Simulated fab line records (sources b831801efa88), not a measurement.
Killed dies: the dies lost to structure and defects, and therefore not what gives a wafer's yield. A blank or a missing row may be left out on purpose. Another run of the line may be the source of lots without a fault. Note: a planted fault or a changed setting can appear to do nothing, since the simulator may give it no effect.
Matching of chambers ; flow gf180mcu ; cmp-01 running GF_V4_CMP_04: 4 sister chambers
The step polishes SiO2. 24 wafers are shown with their chamber, then 12 later ones without.

## WAFERS, EACH WITH ITS CHAMBER
wafer;chamber;motor-current-A (A);head-pressure-psi (psi);time-to-endpoint-s (s)
L075.4;3;12.3;4.008;91
L075.5;0;13.8;3.988;94
L075.6;1;12.5;4.011;88
L076.1;0;15.1;3.999;86
L076.3;2;11.9;3.985;88
L076.6;2;12.3;4.006;82
L077.1;1;12.4;4.005;81
L077.2;3;13.4;3.996;78
L077.4;2;11.7;3.994;94
L079.2;1;12.5;4.002;77
L079.4;2;11.9;3.986;86
L079.6;3;13.0;3.984;78
L080.1;2;12.2;4.006;82
L080.2;0;13.2;4.014;74
L080.5;0;14.2;4.015;85
L081.2;3;12.6;4.006;76
L081.3;0;13.7;3.990;81
L081.4;1;13.5;4.008;81
L082.1;3;12.0;3.997;71
L082.3;2;12.5;4.000;79
L082.5;2;11.3;4.006;87
L087.1;2;11.9;3.993;86
L087.4;0;14.2;4.007;84
L087.5;0;14.0;4.004;80

SIGNATURES, as means of the wafers listed above
reading;chamber 0;chamber 1;chamber 2;chamber 3;scatter within a chamber
motor-current-A;14.029;12.725;11.963;12.660;0.504
head-pressure-psi;4.00243;4.00650;3.99700;3.99820;0.00906
time-to-endpoint-s;83.43;81.75;85.50;78.80;5.73
Rule: distance of a wafer from a chamber = root of the sum over the readings of ((wafer's reading minus chamber's mean) / reading's scatter) squared. If the next closest chamber is less than 2 further off than the closest, the wafer can't be placed; otherwise it belongs to the closest. How the scatter is found: for the shown wafers, subtract from each reading the mean of its chamber, square and add these, divide the total by (wafers less chambers), then take the root.

## WAFERS MISSING THEIR CHAMBER
wafer;motor-current-A (A);head-pressure-psi (psi);time-to-endpoint-s (s)
L091.1;12.9;4.003;80
L091.3;13.4;4.004;78
L091.5;12.9;4.010;83
L094.1;12.8;4.008;81
L094.4;11.9;4.009;83
L094.6;12.0;3.994;88
L095.1;12.8;3.997;80
L095.2;12.8;4.002;81
L095.6;12.1;3.997;86
L097.3;12.0;3.985;77
L097.4;13.2;4.002;84
L097.5;12.7;4.005;85

## THE CHAMBER EACH PASSED THROUGH
wafer;from the rows above;in truth
L091.1;can't be placed: 1 or 3 or 2 or 0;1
L091.3;can't be placed: 1 or 0 or 3 or 2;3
L091.5;can't be placed: 1 or 3 or 2 or 0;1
L094.1;can't be placed: 1 or 3 or 2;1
L094.4;can't be placed: 2 or 1 or 3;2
L094.6;can't be placed: 2 or 3 or 1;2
L095.1;can't be placed: 3 or 1 or 2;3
L095.2;can't be placed: 1 or 3 or 2 or 0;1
L095.6;can't be placed: 2 or 3 or 1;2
L097.3;can't be placed: 3 or 2 or 1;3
L097.4;can't be placed: 1 or 3 or 0 or 2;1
L097.5;can't be placed: 1 or 3 or 2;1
Correctly placed: 0 of 12. Can't be placed from these rows: 12 (the true chamber is among the candidates in 12). Wrongly placed: 0.
